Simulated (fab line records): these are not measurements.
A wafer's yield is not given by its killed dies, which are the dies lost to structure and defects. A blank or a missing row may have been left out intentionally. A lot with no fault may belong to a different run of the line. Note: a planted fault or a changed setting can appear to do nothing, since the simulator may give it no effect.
The tool behind it: which one? :: flow sky130 :: 11 lots with 33 wafers sampled at 4 steps, on a route of 708 steps

## WHAT EACH GAUGE READ, for each wafer
SKY_POLY_GATE_OVL_MEAS_14.
lot: L711
measured: day 16 19:37
on: overlay-02
POLY_GATE_OVL (nm): 7 -3 -1

lot: L716
measured: day 18 19:15
on: overlay-02
POLY_GATE_OVL (nm): 9 -2 -4

lot: L717
measured: day 19 01:36
on: overlay-02
POLY_GATE_OVL (nm): -17 -15 -9

lot: L718
measured: day 19 12:37
on: overlay-02
POLY_GATE_OVL (nm): -15 -14 -5

lot: L725
measured: day 22 14:32
on: overlay-02
POLY_GATE_OVL (nm): 3 -1 6

lot: L726
measured: day 22 13:31
on: overlay-01
POLY_GATE_OVL (nm): -12 -12 -10

lot: L728
measured: day 24 02:14
on: overlay-02
POLY_GATE_OVL (nm): -2 2 -2

lot: L731
measured: day 24 02:32
on: overlay-02
POLY_GATE_OVL (nm): 6 0 3

lot: L730
measured: day 24 06:53
on: overlay-01
POLY_GATE_OVL (nm): -9 -6 -4

lot: L732
measured: day 25 03:44
on: overlay-02
POLY_GATE_OVL (nm): 0 -1 3

lot: L733
measured: day 25 08:47
on: overlay-01
POLY_GATE_OVL (nm): -6 -3 2

## WHICH TOOL RAN EACH LOT (tool, then ch and the chambers of the sampled wafers, then the start)
lot: L711
SKY_SONOS_ONO_STRIP_17: plasmaAsher-04 ch 0,1, day 13 01:21
SKY_POLY_GATE_IMPLANT_02: implanter-02 ch 0, day 15 12:44
SKY_RES_PROTECT_STRIP_07: plasmaAsher-02 ch 0,1, day 15 12:53

lot: L716
SKY_SONOS_ONO_STRIP_17: plasmaAsher-03 ch 0,1, day 14 19:47
SKY_POLY_GATE_IMPLANT_02: implanter-02 ch 0, day 17 08:59
SKY_RES_PROTECT_STRIP_07: plasmaAsher-02 ch 0,1, day 17 09:07

lot: L717
SKY_SONOS_ONO_STRIP_17: plasmaAsher-04 ch 0,1, day 14 22:42
SKY_POLY_GATE_IMPLANT_02: implanter-02 ch 0, day 17 16:16
SKY_RES_PROTECT_STRIP_07: plasmaAsher-03 ch 0,1, day 17 16:25

lot: L718
SKY_SONOS_ONO_STRIP_17: plasmaAsher-01 ch 0,1, day 15 12:05
SKY_POLY_GATE_IMPLANT_02: implanter-04 ch 0, day 18 04:13
SKY_RES_PROTECT_STRIP_07: plasmaAsher-01 ch 0,1, day 18 04:21

lot: L725
SKY_SONOS_ONO_STRIP_17: plasmaAsher-04 ch 0,1, day 17 14:43
SKY_POLY_GATE_IMPLANT_02: implanter-03 ch 0, day 20 12:29
SKY_RES_PROTECT_STRIP_07: plasmaAsher-02 ch 0,1, day 20 12:38

lot: L726
SKY_SONOS_ONO_STRIP_17: plasmaAsher-04 ch 0,1, day 18 02:59
SKY_POLY_GATE_IMPLANT_02: implanter-02 ch 0, day 21 00:56
SKY_RES_PROTECT_STRIP_07: plasmaAsher-02 ch 0, day 21 01:04

lot: L728
SKY_SONOS_ONO_STRIP_17: plasmaAsher-04 ch 0,1, day 20 02:37
SKY_POLY_GATE_IMPLANT_02: implanter-02 ch 0, day 22 17:19
SKY_RES_PROTECT_STRIP_07: plasmaAsher-02 ch 0,1, day 22 17:26

lot: L731
SKY_SONOS_ONO_STRIP_17: plasmaAsher-03 ch 0,1, day 20 03:47
SKY_POLY_GATE_IMPLANT_02: implanter-02 ch 0, day 22 17:41
SKY_RES_PROTECT_STRIP_07: plasmaAsher-02 ch 0,1, day 22 17:49

lot: L730
SKY_SONOS_ONO_STRIP_17: plasmaAsher-03 ch 0,1, day 20 11:06
SKY_POLY_GATE_IMPLANT_02: implanter-04 ch 0, day 22 20:37
SKY_RES_PROTECT_STRIP_07: plasmaAsher-03 ch 0,1, day 22 20:44

lot: L732
SKY_SONOS_ONO_STRIP_17: plasmaAsher-04 ch 0,1, day 20 17:18
SKY_POLY_GATE_IMPLANT_02: implanter-02 ch 0, day 23 19:17
SKY_RES_PROTECT_STRIP_07: plasmaAsher-02 ch 0,1, day 23 19:25

lot: L733
SKY_SONOS_ONO_STRIP_17: plasmaAsher-03 ch 0,1, day 20 23:14
SKY_POLY_GATE_IMPLANT_02: implanter-03 ch 0, day 23 22:31
SKY_RES_PROTECT_STRIP_07: plasmaAsher-03 ch 0,1, day 23 22:37
- SKY_SONOS_ONO_STRIP_17: strips in O2/N2.
- SKY_POLY_GATE_IMPLANT_02
- SKY_RES_PROTECT_STRIP_07: strips in O2/N2.

## AS READ BY THE TOOLS THEMSELVES (means over the sampled wafers that have a number; for cases with no such wafer, the mark the record gives instead)
SKY_SONOS_ONO_STRIP_17.
lot: L711
tool: plasmaAsher-04
drypumpMotorCurrentA (A): 5.9
oesProductAu (a.u.): 0.710
stripTimeToEndpointS (s): 14.08

lot: L716
tool: plasmaAsher-03
drypumpMotorCurrentA (A): 5.4
oesProductAu (a.u.): 0.710
stripTimeToEndpointS (s): 14.18

lot: L717
tool: plasmaAsher-04
drypumpMotorCurrentA (A): 6.0
oesProductAu (a.u.): 0.707
stripTimeToEndpointS (s): 14.13

lot: L718
tool: plasmaAsher-01
drypumpMotorCurrentA (A): 6.3
oesProductAu (a.u.): 0.711
stripTimeToEndpointS (s): 14.18

lot: L725
tool: plasmaAsher-04
drypumpMotorCurrentA (A): 6.0
oesProductAu (a.u.): 0.713
stripTimeToEndpointS (s): 14.20

lot: L726
tool: plasmaAsher-04
drypumpMotorCurrentA (A): 5.8
oesProductAu (a.u.): 0.709
stripTimeToEndpointS (s): 14.10

lot: L728
tool: plasmaAsher-04
drypumpMotorCurrentA (A): 5.8
oesProductAu (a.u.): 0.706
stripTimeToEndpointS (s): 14.16

lot: L731
tool: plasmaAsher-03
drypumpMotorCurrentA (A): 5.6
oesProductAu (a.u.): 0.713
stripTimeToEndpointS (s): 14.11

lot: L730
tool: plasmaAsher-03
drypumpMotorCurrentA (A): 5.6
oesProductAu (a.u.): 0.709
stripTimeToEndpointS (s): 14.14

lot: L732
tool: plasmaAsher-04
drypumpMotorCurrentA (A): 6.0
oesProductAu (a.u.): 0.714
stripTimeToEndpointS (s): 14.09

lot: L733
tool: plasmaAsher-03
drypumpMotorCurrentA (A): 5.6
oesProductAu (a.u.): 0.714
stripTimeToEndpointS (s): 14.18

SKY_POLY_GATE_IMPLANT_02.
lot: L711
tool: implanter-02
beamEnergyKeV: 30.001

lot: L716
tool: implanter-02
beamEnergyKeV: 30.657

lot: L717
tool: implanter-02
beamEnergyKeV: 30.658

lot: L718
tool: implanter-04
beamEnergyKeV: 30.000

lot: L725
tool: implanter-03
beamEnergyKeV: 30.005

lot: L726
tool: implanter-02
beamEnergyKeV: 30.001

lot: L728
tool: implanter-02
beamEnergyKeV: 30.000

lot: L731
tool: implanter-02
beamEnergyKeV: 29.996

lot: L730
tool: implanter-04
beamEnergyKeV: 29.996

lot: L732
tool: implanter-02
beamEnergyKeV: 29.994

lot: L733
tool: implanter-03
beamEnergyKeV: 29.993

SKY_RES_PROTECT_STRIP_07.
lot: L711
tool: plasmaAsher-02
drypumpMotorCurrentA (A): 5.4
oesProductAu (a.u.): 0.523
stripTimeToEndpointS (s): 23.32

lot: L716
tool: plasmaAsher-02
drypumpMotorCurrentA (A): 5.4
oesProductAu (a.u.): 0.515
stripTimeToEndpointS (s): 23.47

lot: L717
tool: plasmaAsher-03
drypumpMotorCurrentA (A): 5.6
oesProductAu (a.u.): 0.516
stripTimeToEndpointS (s): 23.52

lot: L718
tool: plasmaAsher-01
drypumpMotorCurrentA (A): 6.3
oesProductAu (a.u.): 0.513
stripTimeToEndpointS (s): 23.33

lot: L725
tool: plasmaAsher-02
drypumpMotorCurrentA (A): 5.5
oesProductAu (a.u.): 0.518
stripTimeToEndpointS (s): 23.36

lot: L726
tool: plasmaAsher-02
drypumpMotorCurrentA (A): 5.3
oesProductAu (a.u.): 0.520
stripTimeToEndpointS (s): 23.36

lot: L728
tool: plasmaAsher-02
drypumpMotorCurrentA (A): 5.5
oesProductAu (a.u.): 0.517
stripTimeToEndpointS (s): 23.30

lot: L731
tool: plasmaAsher-02
drypumpMotorCurrentA (A): 5.4
oesProductAu (a.u.): 0.519
stripTimeToEndpointS (s): 23.33

lot: L730
tool: plasmaAsher-03
drypumpMotorCurrentA (A): 5.4
oesProductAu (a.u.): 0.517
stripTimeToEndpointS (s): 23.35

lot: L732
tool: plasmaAsher-02
drypumpMotorCurrentA (A): 5.5
oesProductAu (a.u.): 0.522
stripTimeToEndpointS (s): 23.33

lot: L733
tool: plasmaAsher-03
drypumpMotorCurrentA (A): 5.4
oesProductAu (a.u.): 0.515
stripTimeToEndpointS (s): 23.28

## THE ANSWER, worked out from the rows above alone
Rule: usual is defined by the lots themselves. Put in order of their means at a reading, lots are off if they are a third of the lots or fewer, leave a main group of 4 or more, and stand apart from it by a gap of 3 or more times the standard deviation of the main group's means; of several such gaps the widest counts. If all means in a main group match to the digits the tables above print for the reading, that group is not used. Also off: a lot with no number at a reading for which 4 or more lots have one. The other lots that the step has rows for count as sound. The gauges are gone through in route order, then the tools' own readings, and for those a lot's mean is taken as printed above. At the first step where some lot is off, the reading lying furthest off is the one used; lots without a number count as furthest.
Off at SKY_POLY_GATE_IMPLANT_02 (beamEnergyKeV): L716, L717. Mean 29.998 and standard deviation 0.0037 in the main group.
A tool fits if, at that step or a process step before it, it ran every lot that is off, and no sound lot after the first of them. No candidate that was tried fits.

## WHAT THE SIMULATOR HAD INSERTED
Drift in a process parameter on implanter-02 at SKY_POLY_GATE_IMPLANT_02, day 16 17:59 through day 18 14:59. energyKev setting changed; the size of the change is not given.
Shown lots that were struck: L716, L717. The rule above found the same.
